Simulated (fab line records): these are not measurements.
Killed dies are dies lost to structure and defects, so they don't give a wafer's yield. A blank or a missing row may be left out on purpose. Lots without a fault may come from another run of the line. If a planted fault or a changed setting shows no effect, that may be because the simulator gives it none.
One fault seen from 2 desks	flow gf180mcu	only its own numbers are on each desk; what lay behind them is given at the end

FOR THE TOOL OWNER'S DESK: pvdSputter-04
The tool's own readings at GF_M1_SPUTTER_03 (material Ti, target thk 10 nm, time 6.7 s): means of the sampled wafers that have a number, for each lot that ran on this tool. A lot is out of limits, marked OUT, if its mean lies more than 4 standard deviations from the usual mean; the brackets give that distance.
Columns: A = throttleValvePct at GF_M1_SPUTTER_03, usual 30.1 %
lot	first seen here	A
L946	day 16 23:26	30.9
L952	day 19 09:20	30.6
L959	day 21 19:59	29.7
L962	day 23 05:32	31.2
This desk found nothing out of limits on any of the 4 lots.

FROM THE METROLOGY DESK
Lot by lot, what the gauges showed, no matter which tool ran the lot: averages of those sampled wafers that carry a number. A lot is out of limits, marked OUT, if its mean lies more than 4 standard deviations from the usual mean; the brackets give that distance.
Columns: A = CONTACT_W_RS at GF_CONTACT_RS_MEAS_25, usual 0.386 ohm/sq; B = CONTACT_W_THK at GF_CONTACT_THK_MEAS_26, usual 295 nm
lot	first seen here	A	B
L946	day 16 22:49	0.389	290
L952	day 19 08:45	0.387	295
L959	day 21 19:20	0.385	294
L962	day 23 04:53	0.385	293
L965	day 23 23:11	0.386	298
L967	day 24 17:13	0.382	298
This desk found nothing out of limits on any of the 6 lots.

BROUGHT TOGETHER
Nothing out of limits was seen by the tool owner's desk.
Nothing out of limits was seen by the metrology desk.

WHAT WAS PUT IN BY THE SIMULATOR
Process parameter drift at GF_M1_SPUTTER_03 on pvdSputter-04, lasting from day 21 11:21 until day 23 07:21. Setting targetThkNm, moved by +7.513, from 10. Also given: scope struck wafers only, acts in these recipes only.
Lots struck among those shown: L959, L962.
